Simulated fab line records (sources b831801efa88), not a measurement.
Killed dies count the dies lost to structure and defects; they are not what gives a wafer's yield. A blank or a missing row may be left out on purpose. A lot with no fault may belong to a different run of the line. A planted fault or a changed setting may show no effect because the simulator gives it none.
Which of the tools did it? :: flow sky130 :: 30 wafers from 10 lots sampled at 3 of the route's 708 steps

== WHAT THE GAUGES READ, wafer by wafer ==
SKY_CAP2M_RS_MEAS_03: a four-point-probe measurement.
lot: L646
measured: day 40 17:49
on: film metro-01
CAP2M_TIN_RS (ohm/sq): 6.89 6.75 6.90

lot: L647
measured: day 40 19:16
on: film metro-04
CAP2M_TIN_RS (ohm/sq): 6.94 6.84 6.83

lot: L648
measured: day 41 12:32
on: film metro-01
CAP2M_TIN_RS (ohm/sq): 6.98 6.87 6.86

lot: L650
measured: day 42 05:05
on: film metro-01
CAP2M_TIN_RS (ohm/sq): 6.78 6.86 6.72

lot: L651
measured: day 42 05:41
on: film metro-01
CAP2M_TIN_RS (ohm/sq): 6.88 6.81 6.80

lot: L652
measured: day 42 10:53
on: film metro-03
CAP2M_TIN_RS (ohm/sq): 6.84 6.82 6.82

lot: L655
measured: day 43 15:38
on: film metro-04
CAP2M_TIN_RS (ohm/sq): 7.10 6.87 6.88

lot: L658
measured: day 44 10:38
on: film metro-03
CAP2M_TIN_RS (ohm/sq): 6.79 6.84 6.90

lot: L662
measured: day 45 06:26
on: film metro-01
CAP2M_TIN_RS (ohm/sq): 6.78 6.91 8.45

lot: L666
measured: day 46 09:37
on: film metro-01
CAP2M_TIN_RS (ohm/sq): 6.87 6.90 6.92

== TOOL THAT RAN EACH LOT (tool first, then ch and the chambers of the sampled wafers, then the start) ==
lot: L646
SKY_METAL4_SPUTTER_03: pvd sputter-04, day 40 17:31
SKY_CAP2M_SPUTTER_02: pvd sputter-01, day 40 17:43

lot: L647
SKY_METAL4_SPUTTER_03: pvd sputter-04, day 40 19:01
SKY_CAP2M_SPUTTER_02: pvd sputter-01, day 40 19:10

lot: L648
SKY_METAL4_SPUTTER_03: pvd sputter-04, day 41 12:16
SKY_CAP2M_SPUTTER_02: pvd sputter-03, day 41 12:25

lot: L650
SKY_METAL4_SPUTTER_03: pvd sputter-04, day 42 04:50
SKY_CAP2M_SPUTTER_02: pvd sputter-01, day 42 04:59

lot: L651
SKY_METAL4_SPUTTER_03: pvd sputter-02, day 42 05:26
SKY_CAP2M_SPUTTER_02: pvd sputter-03, day 42 05:35

lot: L652
SKY_METAL4_SPUTTER_03: pvd sputter-02, day 42 10:35
SKY_CAP2M_SPUTTER_02: pvd sputter-03, day 42 10:44

lot: L655
SKY_METAL4_SPUTTER_03: pvd sputter-02, day 43 15:22
SKY_CAP2M_SPUTTER_02: pvd sputter-01, day 43 15:31

lot: L658
SKY_METAL4_SPUTTER_03: pvd sputter-02, day 44 10:22
SKY_CAP2M_SPUTTER_02: pvd sputter-04, day 44 10:31

lot: L662
SKY_METAL4_SPUTTER_03: pvd sputter-03, day 45 06:11
SKY_CAP2M_SPUTTER_02: pvd sputter-01, day 45 06:20

lot: L666
SKY_METAL4_SPUTTER_03: pvd sputter-02, day 46 09:21
SKY_CAP2M_SPUTTER_02: pvd sputter-03, day 46 09:30
- SKY_METAL4_SPUTTER_03: material Ti, target thk 5 nm, time 3.3 s.
- SKY_CAP2M_SPUTTER_02: material TiN, target thk 200 nm, time 166.7 s.

== THE ANSWER, worked out from the rows above alone ==
Rule: what is usual is taken from the lots themselves. Put in order of their means at a reading, lots are off if they are a third of the lots or fewer, leave a main group of 4 or more, and stand apart from it by a gap of 3 or more times the standard deviation of the main group's means; of several such gaps the widest counts. A main group is skipped when, at the precision printed for the reading in the tables above, its means are all equal. Also off: a lot with no number at a reading for which 4 or more lots have one. The other lots that the step has rows for count as sound.
Off: L662, at SKY_CAP2M_RS_MEAS_03 (CAP2M_TIN_RS). The main group has a mean of 6.86 ohm/sq with a standard deviation of 0.046.
If a tool, at a process step before that reading, ran all the lots that are off and no sound lot after the first of them, it fits. The gauges at SKY_CAP2M_RS_MEAS_03 are tried like those tools. Can't be told from this: 2 tools fit, pvd sputter-03 at SKY_METAL4_SPUTTER_03, pvd sputter-01 at SKY_CAP2M_SPUTTER_02.

== WHAT HAD BEEN PUT IN BY THE SIMULATOR ==
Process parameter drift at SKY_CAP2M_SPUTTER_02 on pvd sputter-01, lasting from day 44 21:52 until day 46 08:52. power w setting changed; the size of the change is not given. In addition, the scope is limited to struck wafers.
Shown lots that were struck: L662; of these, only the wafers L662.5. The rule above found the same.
